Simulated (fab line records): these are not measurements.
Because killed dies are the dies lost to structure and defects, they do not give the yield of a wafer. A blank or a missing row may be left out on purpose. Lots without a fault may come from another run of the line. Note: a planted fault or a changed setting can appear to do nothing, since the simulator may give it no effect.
Chamber matching :: flow gf180mcu :: GF_V3_CMP_04 on cmp-01 has 4 sister chambers
The step polishes SiO2. 16 wafers are shown with their chamber, then 8 later ones without.

WAFERS, EACH WITH ITS CHAMBER
wafer: L346.2
chamber: 3
motor-current-A (A): 13.3
time-to-endpoint-s (s): 81
platen-rpm (rpm): 60.06

wafer: L346.4
chamber: 0
motor-current-A (A): 11.5
time-to-endpoint-s (s): 84
platen-rpm (rpm): 60.08

wafer: L346.6
chamber: 1
motor-current-A (A): 12.9
time-to-endpoint-s (s): 83
platen-rpm (rpm): 60.00

wafer: L347.1
chamber: 1
motor-current-A (A): 12.4
time-to-endpoint-s (s): 83
platen-rpm (rpm): 59.96

wafer: L347.4
chamber: 0
motor-current-A (A): 11.9
time-to-endpoint-s (s): 82
platen-rpm (rpm): 60.03

wafer: L347.6
chamber: 1
motor-current-A (A): 12.0
time-to-endpoint-s (s): 83
platen-rpm (rpm): 59.98

wafer: L349.1
chamber: 2
motor-current-A (A): 10.7
time-to-endpoint-s (s): 71
platen-rpm (rpm): 59.98

wafer: L349.4
chamber: 3
motor-current-A (A): 13.2
time-to-endpoint-s (s): 80
platen-rpm (rpm): 60.00

wafer: L349.6
chamber: 3
motor-current-A (A): 13.9
time-to-endpoint-s (s): 82
platen-rpm (rpm): 59.95

wafer: L354.1
chamber: 1
motor-current-A (A): 12.8
time-to-endpoint-s (s): 77
platen-rpm (rpm): 60.06

wafer: L354.5
chamber: 1
motor-current-A (A): 12.3
time-to-endpoint-s (s): 84
platen-rpm (rpm): 60.01

wafer: L354.6
chamber: 0
motor-current-A (A): 11.0
time-to-endpoint-s (s): 85
platen-rpm (rpm): 60.06

wafer: L363.1
chamber: 2
motor-current-A (A): 10.4
time-to-endpoint-s (s): 84
platen-rpm (rpm): 60.01

wafer: L363.2
chamber: 3
motor-current-A (A): 12.9
time-to-endpoint-s (s): 81
platen-rpm (rpm): 60.07

wafer: L363.6
chamber: 1
motor-current-A (A): 12.7
time-to-endpoint-s (s): 80
platen-rpm (rpm): 60.05

wafer: L364.2
chamber: 2
motor-current-A (A): 11.0
time-to-endpoint-s (s): 78
platen-rpm (rpm): 60.03

SIGNATURES, as means of the wafers listed above
reading: motor-current-A
chamber 0: 11.467
chamber 1: 12.517
chamber 2: 10.700
chamber 3: 13.325
scatter within a chamber: 0.377

reading: time-to-endpoint-s
chamber 0: 83.67
chamber 1: 81.67
chamber 2: 77.67
chamber 3: 81.00
scatter within a chamber: 3.25

reading: platen-rpm
chamber 0: 60.0567
chamber 1: 60.0100
chamber 2: 60.0067
chamber 3: 60.0200
scatter within a chamber: 0.0403
Rule: for each reading, subtract the chamber's mean from the wafer's reading, divide by that reading's scatter and square the result; add these up over the readings and take the root, which gives the wafer's distance from the chamber. If the next closest chamber is less than 2 further off than the closest, the wafer can't be placed; otherwise it belongs to the closest. How the scatter is found: for the shown wafers, subtract from each reading the mean of its chamber, square and add these, divide the total by (wafers less chambers), then take the root.

WAFERS WHOSE CHAMBER IS MISSING
wafer: L364.3
motor-current-A (A): 11.3
time-to-endpoint-s (s): 82
platen-rpm (rpm): 60.00

wafer: L364.4
motor-current-A (A): 12.1
time-to-endpoint-s (s): 86
platen-rpm (rpm): 60.01

wafer: L368.3
motor-current-A (A): 10.8
time-to-endpoint-s (s): 84
platen-rpm (rpm): 60.02

wafer: L368.4
motor-current-A (A): 10.9
time-to-endpoint-s (s): 85
platen-rpm (rpm): 59.98

wafer: L368.6
motor-current-A (A): 11.7
time-to-endpoint-s (s): 84
platen-rpm (rpm): 59.98

wafer: L369.2
motor-current-A (A): 10.3
time-to-endpoint-s (s): 74
platen-rpm (rpm): 60.00

wafer: L369.3
motor-current-A (A): 12.9
time-to-endpoint-s (s): 72
platen-rpm (rpm): 59.98

wafer: L369.6
motor-current-A (A): 12.5
time-to-endpoint-s (s): 80
platen-rpm (rpm): 60.01

EACH ONE'S CHAMBER
wafer: L364.3
from the rows above: can't be placed: 0 or 2 or 1
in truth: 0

wafer: L364.4
from the rows above: can't be placed: 1 or 0 or 3
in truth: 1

wafer: L368.3
from the rows above: can't be placed: 0 or 2
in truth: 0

wafer: L368.4
from the rows above: can't be placed: 2 or 0
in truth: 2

wafer: L368.6
from the rows above: can't be placed: 0 or 1 or 2
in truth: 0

wafer: L369.2
from the rows above: 2
in truth: 2

wafer: L369.3
from the rows above: can't be placed: 3 or 1
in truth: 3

wafer: L369.6
from the rows above: can't be placed: 1 or 3
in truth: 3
Correctly placed: 1 of 8. Unplaceable from these rows: 7, with the true chamber sitting among the candidates in 7. 0 placed wrongly.
